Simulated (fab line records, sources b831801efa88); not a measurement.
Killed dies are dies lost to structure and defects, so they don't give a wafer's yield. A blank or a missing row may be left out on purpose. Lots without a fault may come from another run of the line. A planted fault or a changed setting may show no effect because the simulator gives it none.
Chamber matching | flow sky130 | SKY_LI_CONTACT_HDPCVD_00 on hdpcvd-02: 3 sister chambers
The step deposits PSG, target thk 930 nm, time 155 s. 6 wafers are shown with their chamber, then 6 later ones without.

WAFERS WITH THEIR CHAMBER
wafer  | chamber | run_length_s (s)
L861.6 | 1       | 182.8
L862.2 | 0       | 182.8
L862.3 | 2       | 183.4
L862.6 | 2       | 183.6
L864.1 | 1       | 182.6
L864.2 | 0       | 182.2

WAFERS WITHOUT THEIR CHAMBER
wafer  | run_length_s (s)
L864.5 | 182.9
L866.3 | 183.6
L869.1 | 183.9
L876.2 | 183.9
L876.3 | 183.3
L876.5 | 182.4

WHICH CHAMBER EACH WENT THROUGH
wafer  | from the rows above          | in truth
L864.5 | can't be placed: 1 or 0 or 2 | 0
L866.3 | 2                            | 2
L869.1 | 2                            | 2
L876.2 | 2                            | 2
L876.3 | can't be placed: 2 or 1      | 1
L876.5 | can't be placed: 0 or 1      | 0
Placed correctly: 3 of 6. Can't be placed from these rows: 3 (the true chamber is among the candidates in 3). Placed wrongly: 0.
How it was worked out, from the rows above alone: a wafer's distance from a chamber is the root of the sum, over the readings, of the square of ((its reading less the chamber's mean) divided by the reading's scatter). The wafer belongs to the nearest chamber; if the next one is less than 2 further off, it can't be placed. A chamber's mean is the mean of its shown wafers. The scatter: the root of (the sum of the squares of (reading less its chamber's mean) over the shown wafers, divided by (wafers less chambers)).
